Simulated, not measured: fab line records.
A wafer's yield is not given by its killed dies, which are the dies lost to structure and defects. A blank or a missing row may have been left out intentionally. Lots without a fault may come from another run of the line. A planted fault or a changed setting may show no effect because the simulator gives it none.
Chamber matching :: flow gf180mcu :: cmp-02 running GF_V2_CMP_26: 4 sister chambers
The step polishes, stops on SiO2, t overpolish 15 s, target thk 0 nm. 8 wafers are shown with their chamber, then 7 later ones without.

## EACH WAFER AND ITS CHAMBER
wafer: L323.1
chamber: 1
motorCurrentA (A): 10.4
timeToEndpointS (s): 73

wafer: L329.4
chamber: 0
motorCurrentA (A): 10.1
timeToEndpointS (s): 80

wafer: L329.5
chamber: 2
motorCurrentA (A): 10.8
timeToEndpointS (s): 85

wafer: L328.2
chamber: 3
motorCurrentA (A): 11.9
timeToEndpointS (s): 96

wafer: L328.4
chamber: 0
motorCurrentA (A): 9.7
timeToEndpointS (s): 86

wafer: L328.5
chamber: 1
motorCurrentA (A): 10.7
timeToEndpointS (s): 78

wafer: L330.1
chamber: 3
motorCurrentA (A): 12.0
timeToEndpointS (s): 96

wafer: L330.2
chamber: 2
motorCurrentA (A): 11.3
timeToEndpointS (s): 87

## WAFERS MISSING THEIR CHAMBER
wafer: L330.6
motorCurrentA (A): 9.9
timeToEndpointS (s): 84

wafer: L339.1
motorCurrentA (A): 10.4
timeToEndpointS (s): 85

wafer: L339.4
motorCurrentA (A): 11.0
timeToEndpointS (s): 88

wafer: L339.6
motorCurrentA (A): 11.4
timeToEndpointS (s): 85

wafer: L346.1
motorCurrentA (A): 12.3
timeToEndpointS (s): 92

wafer: L346.2
motorCurrentA (A): 9.6
timeToEndpointS (s): 80

wafer: L346.5
motorCurrentA (A): 10.8
timeToEndpointS (s): 71

## EACH ONE'S CHAMBER
wafer: L330.6
from the rows above: 0
in truth: 0

wafer: L339.1
from the rows above: can't be placed: 0 or 2 or 1
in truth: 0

wafer: L339.4
from the rows above: 2
in truth: 2

wafer: L339.6
from the rows above: 2
in truth: 2

wafer: L346.1
from the rows above: 3
in truth: 3

wafer: L346.2
from the rows above: 0
in truth: 0

wafer: L346.5
from the rows above: 1
in truth: 1
6 of 7 placed correctly. Not placeable from these rows: 1 (in 1, the candidates include the true chamber). 0 placed wrongly.
How it was worked out, from the rows above alone: a wafer's distance from a chamber is the root of the sum, over the readings, of the square of ((its reading less the chamber's mean) divided by the reading's scatter). If the next closest chamber is less than 2 further off than the closest, the wafer can't be placed; otherwise it belongs to the closest. A chamber's mean is the mean of its shown wafers. The scatter: the root of (the sum of the squares of (reading less its chamber's mean) over the shown wafers, divided by (wafers less chambers)).
